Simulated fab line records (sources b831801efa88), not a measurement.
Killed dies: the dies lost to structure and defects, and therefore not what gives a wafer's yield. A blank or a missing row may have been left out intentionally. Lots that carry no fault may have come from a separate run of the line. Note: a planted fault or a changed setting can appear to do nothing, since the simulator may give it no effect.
Chamber matching    flow gf180mcu    GF_POLY_GATE_ETCH_13 on rie-si-02: 4 sister chambers
The step etches poly-Si in HBr/Cl2, stops on SiO2, target depth 198.5 nm, time 69.6 s. 18 wafers are shown with their chamber, then 9 later ones without.

WAFERS, EACH WITH ITS CHAMBER
wafer   chamber  drypump-motor-current-A (A)  oes-product-au (a.u.)  rf-fwd-power-W (W)
L074.1  3        5.7                          0.961                  395.7
L074.3  0        6.0                          0.979                  396.3
L074.4  2        6.6                          0.975                  395.3
L077.2  0        5.9                          0.989                  399.0
L077.4  3        5.7                          0.977                  395.3
L077.5  3        5.7                          0.972                  397.7
L078.2  0        6.0                          0.990                  396.8
L078.3  1        5.3                          0.994                  394.9
L078.6  3        5.7                          0.973                  396.1
L079.2  1        5.3                          0.994                  398.0
L079.4  2        6.6                          0.973                  396.2
L079.6  3        5.7                          0.979                  395.3
L086.2  1        5.3                          0.977                  395.5
L086.3  2        6.6                          0.985                  396.7
L086.6  2        6.6                          0.978                  395.5
L088.1  3        5.7                          0.976                  394.6
L088.2  0        6.0                          0.983                  398.2
L088.5  1        5.3                          0.979                  399.1

SIGNATURES (means of the wafers above)
reading                  chamber 0  chamber 1  chamber 2  chamber 3  scatter within a chamber
drypump-motor-current-A  5.975      5.300      6.600      5.700      0.0231
oes-product-au           0.98525    0.98600    0.97775    0.97300    0.00669
rf-fwd-power-W           397.575    396.875    395.925    395.783    1.3
Rule: a wafer lies at a distance from a chamber equal to the root of the sum of squares, over the readings, of (its reading less the chamber's mean, divided by the reading's scatter). The wafer belongs to the nearest chamber; if the next one is less than 2 further off, it can't be placed. The scatter is the square root of a quotient: the sum, over the shown wafers, of each reading's squared deviation from its chamber's mean, divided by wafers minus chambers.

WAFERS WHOSE CHAMBER IS MISSING
wafer   drypump-motor-current-A (A)  oes-product-au (a.u.)  rf-fwd-power-W (W)
L093.2  5.7                          0.972                  396.8
L093.3  6.0                          0.985                  398.0
L093.5  5.9                          0.996                  397.7
L094.2  5.9                          0.988                  397.1
L094.4  5.7                          0.967                  396.7
L094.6  6.6                          0.970                  395.7
L096.4  6.6                          0.963                  396.3
L096.5  5.3                          0.991                  397.5
L096.6  6.6                          0.984                  395.2

WHICH CHAMBER EACH ONE RAN IN
wafer   from the rows above  in truth
L093.2  3                    3
L093.3  0                    0
L093.5  0                    0
L094.2  0                    0
L094.4  3                    3
L094.6  2                    2
L096.4  2                    2
L096.5  1                    1
L096.6  2                    2
Correct placement for 9 of the 9. From these rows, 0 cannot be placed. Number placed wrongly: 0.
